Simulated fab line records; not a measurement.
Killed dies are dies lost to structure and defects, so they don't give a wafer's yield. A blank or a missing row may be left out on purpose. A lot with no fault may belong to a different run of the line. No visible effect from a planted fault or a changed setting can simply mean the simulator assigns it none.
Matching of chambers + flow sfq-line + 4 sister chambers for SFQ_TRILAYER_I4_VIA_ETCH_VIA_ETCH_106 on rie-diel-02
The step etches SiO2 in CHF3, stops on Nb, target depth 260 nm. 4 wafers are shown with their chamber, then 7 later ones without.

== WAFERS WITH THEIR CHAMBER ==
| wafer  | chamber | rf-fwd-power-W (W) |
|--------|---------|--------------------|
| L225.4 | 1       | 497.0              |
| L226.2 | 3       | 496.8              |
| L226.3 | 2       | 500.7              |
| L226.4 | 0       | 498.4              |

== WAFERS WITH NO CHAMBER GIVEN ==
| wafer  | rf-fwd-power-W (W) |
|--------|--------------------|
| L234.2 | 498.9              |
| L234.3 | 496.0              |
| L234.5 | 499.1              |
| L236.4 | 498.6              |
| L236.6 | 497.9              |
| L237.1 | 497.6              |
| L237.5 | 499.6              |

== WHICH CHAMBER EACH WENT THROUGH ==
| wafer  | from the rows above          | in truth                   |
|--------|------------------------------|----------------------------|
| L234.2 | can't be placed: 0 or 2      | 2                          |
| L234.3 | can't be placed: 3 or 1      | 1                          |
| L234.5 | can't be placed: 0 or 2      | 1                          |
| L236.4 | 0                            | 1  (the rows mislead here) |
| L236.6 | can't be placed: 0 or 1 or 3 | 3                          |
| L237.1 | can't be placed: 1 or 0 or 3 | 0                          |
| L237.5 | can't be placed: 2 or 0      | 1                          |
Placed correctly: 0 of 7. From these rows, 6 cannot be placed; in 4 the true chamber is one of the candidates. Placed wrongly: 1.
How it was worked out, from the rows above alone: a wafer's distance from a chamber is the root of the sum, over the readings, of the square of ((its reading less the chamber's mean) divided by the reading's scatter). If the next closest chamber is less than 2 further off than the closest, the wafer can't be placed; otherwise it belongs to the closest. Each chamber's mean is taken over the wafers shown for it. The scatter (one wafer shown for each chamber): square how far every hidden wafer sits from the nearest shown wafer, average those squares and take the square root.
